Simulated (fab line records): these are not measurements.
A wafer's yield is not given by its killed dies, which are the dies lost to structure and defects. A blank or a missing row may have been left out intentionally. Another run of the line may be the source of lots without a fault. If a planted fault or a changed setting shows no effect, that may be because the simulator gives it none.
Chamber matching + flow sky130 + 4 sister chambers for SKY_VIA4_CMP_02 on cmp-01
The step polishes SiO2. 4 wafers are shown with their chamber, then 11 later ones without.

== EACH WAFER AND ITS CHAMBER ==
| wafer  | chamber | motor current A (A) |
|--------|---------|---------------------|
| L087.6 | 1       | 12.3                |
| L090.4 | 2       | 15.1                |
| L090.5 | 3       | 11.7                |
| L089.1 | 0       | 12.1                |

== WAFERS WITH NO CHAMBER GIVEN ==
| wafer  | motor current A (A) |
|--------|---------------------|
| L089.3 | 12.1                |
| L089.6 | 14.9                |
| L093.3 | 12.4                |
| L093.4 | 14.6                |
| L093.5 | 14.4                |
| L095.1 | 14.6                |
| L095.5 | 11.6                |
| L095.6 | 14.8                |
| L096.2 | 12.4                |
| L096.3 | 12.2                |
| L096.5 | 12.5                |

== CHAMBER TAKEN BY EACH ==
| wafer  | from the rows above          | in truth |
|--------|------------------------------|----------|
| L089.3 | can't be placed: 0 or 1 or 3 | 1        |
| L089.6 | 2                            | 2        |
| L093.3 | can't be placed: 1 or 0 or 3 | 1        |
| L093.4 | 2                            | 2        |
| L093.5 | 2                            | 2        |
| L095.1 | 2                            | 2        |
| L095.5 | can't be placed: 3 or 0 or 1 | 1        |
| L095.6 | 2                            | 2        |
| L096.2 | can't be placed: 1 or 0 or 3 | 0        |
| L096.3 | can't be placed: 0 or 1 or 3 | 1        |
| L096.5 | can't be placed: 1 or 0 or 3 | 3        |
Correctly placed: 5 of 11. Can't be placed from these rows: 6 (the true chamber is among the candidates in 6). Wrongly placed: 0.
How it was worked out, from the rows above alone: a wafer's distance from a chamber is the root of the sum, over the readings, of the square of ((its reading less the chamber's mean) divided by the reading's scatter). If the next closest chamber is less than 2 further off than the closest, the wafer can't be placed; otherwise it belongs to the closest. A chamber's mean is the mean of its shown wafers. The scatter: root of mean squared gap, hidden wafer to nearest shown wafer, with one shown wafer a chamber.
